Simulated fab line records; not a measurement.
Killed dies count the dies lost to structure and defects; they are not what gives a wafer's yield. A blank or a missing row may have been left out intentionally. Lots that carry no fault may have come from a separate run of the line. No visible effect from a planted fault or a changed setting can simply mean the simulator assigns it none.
Chamber matching	flow sky130	SKY_LI_CONTACT_CMP_02 on cmp-01 has 4 sister chambers
The step polishes PSG. 14 wafers are shown with their chamber, then 6 later ones without.

## WAFERS PAIRED WITH THEIR CHAMBERS
wafer	chamber	motorCurrentA (A)	timeToEndpointS (s)	platenRpm (rpm)
L643.1	1	11.5	37.6	59.98
L643.3	3	11.7	31.4	60.07
L643.6	3	12.1	34.7	59.95
L646.1	1	12.3	36.0	59.94
L646.2	2	13.3	33.8	60.04
L646.4	0	12.8	33.3	59.93
L644.1	1	11.8	32.9	59.98
L644.2	0	11.1	28.6	59.98
L644.6	0	12.2	31.0	59.99
L648.1	0	12.6	32.5	59.99
L648.4	1	11.3	36.1	59.92
L648.6	1	11.8	35.9	60.00
L658.3	0	12.7	34.5	59.97
L658.5	1	11.4	36.7	60.02

SIGNATURES (means of the wafers above)
reading	chamber 0	chamber 1	chamber 2	chamber 3	scatter within a chamber
motorCurrentA	12.280	11.683	13.300	11.900	0.519
timeToEndpointS	31.980	35.867	33.800	33.050	1.97
platenRpm	59.9720	59.9733	60.0400	60.0100	0.0408
Rule: a wafer lies at a distance from a chamber equal to the root of the sum of squares, over the readings, of (its reading less the chamber's mean, divided by the reading's scatter). If the next closest chamber is less than 2 further off than the closest, the wafer can't be placed; otherwise it belongs to the closest. The scatter: the root of (the sum of the squares of (reading less its chamber's mean) over the shown wafers, divided by (wafers less chambers)).

## WAFERS MISSING THEIR CHAMBER
wafer	motorCurrentA (A)	timeToEndpointS (s)	platenRpm (rpm)
L661.3	13.2	38.5	59.96
L661.4	11.1	39.8	60.09
L661.5	11.6	36.7	60.07
L664.2	12.2	36.0	59.99
L664.3	11.8	35.4	59.99
L664.4	14.0	33.0	60.08

## WHICH CHAMBER EACH WENT THROUGH
wafer	from the rows above	in truth
L661.3	can't be placed: 2 or 1 or 0 or 3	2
L661.4	can't be placed: 1 or 3 or 2 or 0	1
L661.5	can't be placed: 1 or 3 or 0 or 2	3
L664.2	can't be placed: 1 or 3 or 0 or 2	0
L664.3	can't be placed: 1 or 3 or 0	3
L664.4	2	2
1 of 6 placed correctly. Not placeable from these rows: 5 (in 5, the candidates include the true chamber). Placed wrongly: 0.
